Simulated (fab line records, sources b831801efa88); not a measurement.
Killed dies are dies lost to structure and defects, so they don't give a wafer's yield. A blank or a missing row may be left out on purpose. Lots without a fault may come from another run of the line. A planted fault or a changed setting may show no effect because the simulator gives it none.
Which tool did it? | flow gf180mcu | 13 lots, 38 wafers sampled, at 3 steps of a route of 602

WHAT THE GAUGES READ, wafer by wafer
GF_V2_THK_MEAS_25: measures by xrf. Usual: V2_W_THK 344 nm, standard deviation 8.2.
lot  | measured     | on            | V2_W_THK (nm) | flag
L668 | day 20 03:40 | film_metro-01 | 342 342 340   |
L670 | day 21 01:46 | film_metro-04 | 352 342 341   |
L671 | day 21 15:30 | film_metro-01 | 334 348 340   |
L672 | day 21 22:44 | film_metro-01 | 335 333 334   |
L673 | day 22 09:05 | film_metro-02 | 351 344 342   |
L674 | day 22 14:31 | film_metro-01 | 331 351       |
L678 | day 24 01:19 | film_metro-01 | 337 339 335   |
L684 | day 26 01:49 | film_metro-02 | 337 347 349   |
L685 | day 26 08:31 | film_metro-01 | 332 333 349   |
L686 | day 26 18:33 | film_metro-04 | 339 342 343   |
L688 | day 27 06:41 | film_metro-01 | 349 340 355   |
L689 | day 27 10:47 | film_metro-02 | 346 348 333   |
L690 | day 27 21:46 | film_metro-04 | 339 349 359   |

WHICH TOOL RAN EACH LOT (tool, then ch and the chambers of the sampled wafers, then the start)
lot  | GF_V2_ETCH_16                      | GF_V2_CVD_23
L668 | rie_diel-01 ch 0,1,2, day 20 02:32 | cvd_w-02 ch 0, day 20 03:22
L670 | rie_diel-04 ch 0,1, day 21 00:46   | cvd_w-02 ch 0,1, day 21 01:32
L671 | rie_diel-01 ch 2,3, day 21 14:29   | cvd_w-01 ch 0,1, day 21 15:17
L672 | rie_diel-01 ch 1,2,3, day 21 21:43 | cvd_w-01 ch 1, day 21 22:29
L673 | rie_diel-04 ch 0,1,3, day 22 08:05 | cvd_w-02 ch 0,1, day 22 08:51
L674 | rie_diel-01 ch 1,3, day 22 13:29   | cvd_w-01 ch 0,1, day 22 14:18
L678 | rie_diel-04 ch 0,1,2, day 24 00:17 | cvd_w-02 ch 0,1, day 24 01:05
L684 | rie_diel-01 ch 1,2,3, day 26 00:46 | cvd_w-01 ch 0,1, day 26 01:34
L685 | rie_diel-01 ch 0,1,3, day 26 07:31 | cvd_w-01 ch 0,1, day 26 08:17
L686 | rie_diel-01 ch 1,2, day 26 17:23   | cvd_w-02 ch 1, day 26 18:14
L688 | rie_diel-01 ch 0,1,2, day 27 05:40 | cvd_w-01 ch 0,1, day 27 06:26
L689 | rie_diel-04 ch 0,2,3, day 27 09:46 | cvd_w-01 ch 0,1, day 27 10:33
L690 | rie_diel-04 ch 0,1,2, day 27 20:41 | cvd_w-01 ch 0,1, day 27 21:31
- GF_V2_ETCH_16: etches BARC in N2/H2.
- GF_V2_CVD_23: deposits W, target thk 350 nm, time 104.94 s.

WHAT THE TOOLS THEMSELVES READ (means of the sampled wafers that have a number; where no wafer has one, the mark that the record gives instead)
GF_V2_ETCH_16. Usual: chamber_pressure_mTorr 30.00 mTorr, standard deviation 0.046; drypump_motor_current_A 5.7 A, standard deviation 0.54; oes_product_au 0.854 a.u., standard deviation 0.0047; throttle_valve_pct 13.225 %, standard deviation 0.0085.
lot  | tool        | chamber_pressure_mTorr (mTorr) | drypump_motor_current_A (A) | oes_product_au (a.u.) | throttle_valve_pct (%) | flag
L668 | rie_diel-01 | 30.01                          | 5.7                         | 0.856                 | 13.222                 |
L670 | rie_diel-04 | 29.97                          | 5.7                         | 0.858                 | 13.223                 |
L671 | rie_diel-01 | 29.97                          | 6.1                         | 0.849                 | 13.218                 |
L672 | rie_diel-01 | 29.98                          | 5.6                         | 0.855                 | 13.228                 |
L673 | rie_diel-04 | 30.00                          | 5.8                         | 0.855                 | 13.223                 |
L674 | rie_diel-01 | 30.04                          | 5.2                         | 0.851                 | 13.229                 |
L678 | rie_diel-04 | 29.98                          | 5.6                         | 0.852                 | 13.227                 |
L684 | rie_diel-01 | 30.04                          | 5.6                         | 0.853                 | 13.219                 |
L685 | rie_diel-01 | 29.99                          | 5.3                         | 0.859                 | 13.228                 |
L686 | rie_diel-01 | 29.99                          | 5.6                         | 0.852                 | 13.231                 |
L688 | rie_diel-01 | 30.00                          | 5.7                         | 0.854                 | 13.229                 |
L689 | rie_diel-04 | 30.02                          | 6.0                         | 0.854                 | 13.223                 |
L690 | rie_diel-04 | 30.00                          | 5.6                         | 0.855                 | 13.234                 |

GF_V2_CVD_23. Usual: chamber_pressure_Torr 40.00 Torr, standard deviation 0.096; heater_power_w 896 W, standard deviation 130.
lot  | tool     | chamber_pressure_Torr (Torr) | heater_power_w (W) | flag
L668 | cvd_w-02 | 40.05                        | 1056               |
L670 | cvd_w-02 | 40.09                        | 830                |
L671 | cvd_w-01 | 39.95                        | 904                |
L672 | cvd_w-01 | 40.01                        | 953                |
L673 | cvd_w-02 | 39.97                        | 832                |
L674 | cvd_w-01 | 40.81                        | 887                | OFF
L678 | cvd_w-02 | 40.08                        | 838                |
L684 | cvd_w-01 | 40.12                        | 880                |
L685 | cvd_w-01 | 40.05                        | 923                |
L686 | cvd_w-02 | 40.03                        | 717                |
L688 | cvd_w-01 | 40.01                        | 877                |
L689 | cvd_w-01 | 39.99                        | 869                |
L690 | cvd_w-01 | 40.01                        | 909                |

THE ANSWER, worked out from the rows above alone
Rule: a lot is off if the mean of its wafers that have a number lies more than 3 standard deviations from the usual mean. A lot without any number at a reading at which 4 lots or more have one is off too. The other lots that the step has rows for count as sound. The gauges are gone through in route order, then the tools' own readings, and for those a lot's mean is taken as printed above. The first step at which some lot is off is used, and at that step the reading that is off furthest; a lot without a number counts as furthest.
Off: L674, at GF_V2_CVD_23 (chamber_pressure_Torr).
A tool fits if, at that step or a process step before it, it ran every lot that is off, and no sound lot after the first of them. None of those tried fits.

WHAT THE SIMULATOR HAD PUT IN
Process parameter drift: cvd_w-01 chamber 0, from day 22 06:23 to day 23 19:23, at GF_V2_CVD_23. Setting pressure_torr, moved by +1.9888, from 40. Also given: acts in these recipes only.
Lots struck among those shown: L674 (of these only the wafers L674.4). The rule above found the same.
